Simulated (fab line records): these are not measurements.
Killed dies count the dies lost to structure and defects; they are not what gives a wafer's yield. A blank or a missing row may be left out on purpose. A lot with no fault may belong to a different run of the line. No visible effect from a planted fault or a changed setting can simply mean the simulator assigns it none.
Struck lot and sound lot, side by side -- flow sky130 -- 19 steps out of a route of 708
Sound: wafers L242.1, L242.4, L242.6. Wafers struck: L256.4, L256.5, L256.6. At the end, the cause is stated.
Per side, at each step with rows, come the tool, then ch with its chambers, and then its first start. Under that, the readings that differ: sound wafers -- struck wafers -- difference of the means -- sigmas: that difference in standard deviations of wafers without a fault.
alike: readings whose means differ by less than 2 such deviations, and words and numbers that are the same on both sides. not compared: withheld readings, readings that some wafer has no value for, bounds like >300 that may hide the same value, and numbers for which the record gives no deviation and whose values overlap.
A row with sigmas, a row that says differs or no value, or rows on one side alone: a step with any of these is where the two part. Non-overlapping numbers with no deviation appear without sigmas and do not part them. Lack of a reading on every wafer of one side parts them only where that side has two or more wafers.

SKY_FIELD_ISO_BOW_MEAS_00:
  sound: filmMetro-01 at day 2 11:00; struck: filmMetro-04 at day 5 09:04
  alike: INCOMING_BOW
then, 1 step without rows for these wafers: SKY_FIELD_ISO_OXIDATION_01 (stabilise 600 s, purge 300 s, target thk 12 nm).
SKY_FIELD_ISO_THK_MEAS_02:
  sound: filmMetro-04 at day 2 14:43; struck: filmMetro-03 at day 5 10:40
  alike: FIELD_ISO_OXIDATION_00_THK
then, 1 step without rows for these wafers: SKY_FIELD_ISO_CVD_03 (deposits Si3N4 from DCS/NH3, target thk 165 nm, time 2830 s).
SKY_FIELD_ISO_THK_MEAS_04:
  sound: filmMetro-03 at day 2 17:28; struck: filmMetro-03 at day 5 12:31
  alike: FIELD_ISO_CVD_03_THK
then, 3 steps without rows for these wafers: SKY_FIELD_ISO_DEHYDRATE_05 (time 60 s); SKY_FIELD_ISO_HMDS_06 (prime time 60 s); SKY_FIELD_ISO_COAT_07 (resist thk 60 nm).
SKY_FIELD_ISO_COAT_08: resist thk 450 nm.
  sound on lithoTrack-01 ch 0, day 3 00:00; struck on lithoTrack-01 ch 0, day 5 21:00
reading,sound,struck,difference,sigmas
spinSpeedRpm (rpm),2999.1 3001.3 2998.3,3232.9 3228.8 3232.3,+231.8,+99 or more
model.KrF-thick_of_FIELD_ISO_COAT_08.thkNm (nm),450 450.1 449.4,435.8 433.2 433.9,-15.5,
then, 4 steps without rows for these wafers: SKY_FIELD_ISO_SOFTBAKE_09 (time 90 s); SKY_FIELD_ISO_EXPOSE_10 (exposes mask FOM, target cd 150 nm); SKY_FIELD_ISO_PEB_11; SKY_FIELD_ISO_DEVELOP_12 (develop time 60 s).
SKY_FIELD_ISO_CD_MEAS_13: the cd target is 150 nm.
  sound: cdSem-02 at day 3 08:44; struck: cdSem-01 at day 6 06:57
  alike: cdNm
SKY_FIELD_ISO_ETCH_14: etches BARC in N2/H2, stops on SiO2, time 45.9 s, target depth 60 nm.
  sound on rieDiel-03 ch 0,1,3, day 3 08:52; struck on rieDiel-03 ch 2,3, day 6 07:01
  alike: drypumpMotorCurrentA, oesProductAu, throttleValvePct
  not compared: rfHoursCounterH
SKY_FIELD_ISO_ETCH_15: etches the open film in CHF3/O2, stops on Si, target depth 180 nm, time 72 s.
  sound on rieDiel-03 ch 0,1,3, day 3 08:54; struck on rieDiel-03 ch 2,3, day 6 07:03
reading,sound,struck,difference,sigmas
model.KrF-thick_of_FIELD_ISO_COAT_08.thkNm (nm),240.4 235.5 234.8,225.1 222.3 223.6,-13.2,
  alike: O2_flow_sccm, chf3FlowSccm, drypumpMotorCurrentA, oesProductAu, throttleValvePct
  not compared: rfHoursCounterH
SKY_FIELD_ISO_STRIP_16: strips in O2/N2.
  sound on plasmaAsher-04 ch 0, day 3 08:58; struck on plasmaAsher-03 ch 0,1, day 6 07:08
reading,sound,struck,difference,sigmas
oesProductAu (a.u.),0.389 0.376 0.377,0.375 0.369 0.365,-0.011,-2
stripTimeToEndpointS (s),3.59 3.53 3.54,3.41 3.40 3.40,-0.15,-5
  alike: drypumpMotorCurrentA
  not compared: rfHoursCounterH
SKY_FIELD_ISO_ETCH_17: etches Si in HBr/Cl2/O2, target depth 342 nm, time 97.7 s.
  sound on rieSi-02 ch 0,1, day 3 09:04; struck on rieSi-01 ch 0,3, day 6 07:13
  alike: O2_flow_sccm, drypumpMotorCurrentA, oesProductAu, throttleValvePct
  not compared: rfHoursCounterH
-- a jump in the record: the struck wafers' starts before and after are 44 days apart (it breaks off in module FIELD_ISO and resumes in module PAD_OPEN, where the first step shown is number 708 of the route) --
SKY_PAD_OPEN_PROBE_99:
  sound: prober-01 at day 47 02:13; struck: prober-02 at day 50 02:18
  alike: killed_at_M0_to_M3, killed_at_M4_up, killedAtContacts, killedAtFrontEnd, killedAtOther, killedDies, killedOpen, killedShort

## WHERE THEY PART
Last at SKY_FIELD_ISO_STRIP_16 as far as this record goes, first at SKY_FIELD_ISO_COAT_08. Later steps at which nothing parts them and some readings are alike: SKY_FIELD_ISO_ETCH_17, SKY_PAD_OPEN_PROBE_99.

WHY: what had been put in by the simulator
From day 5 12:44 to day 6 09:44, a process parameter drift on lithoTrack-01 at SKY_FIELD_ISO_COAT_08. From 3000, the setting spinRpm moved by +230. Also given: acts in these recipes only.
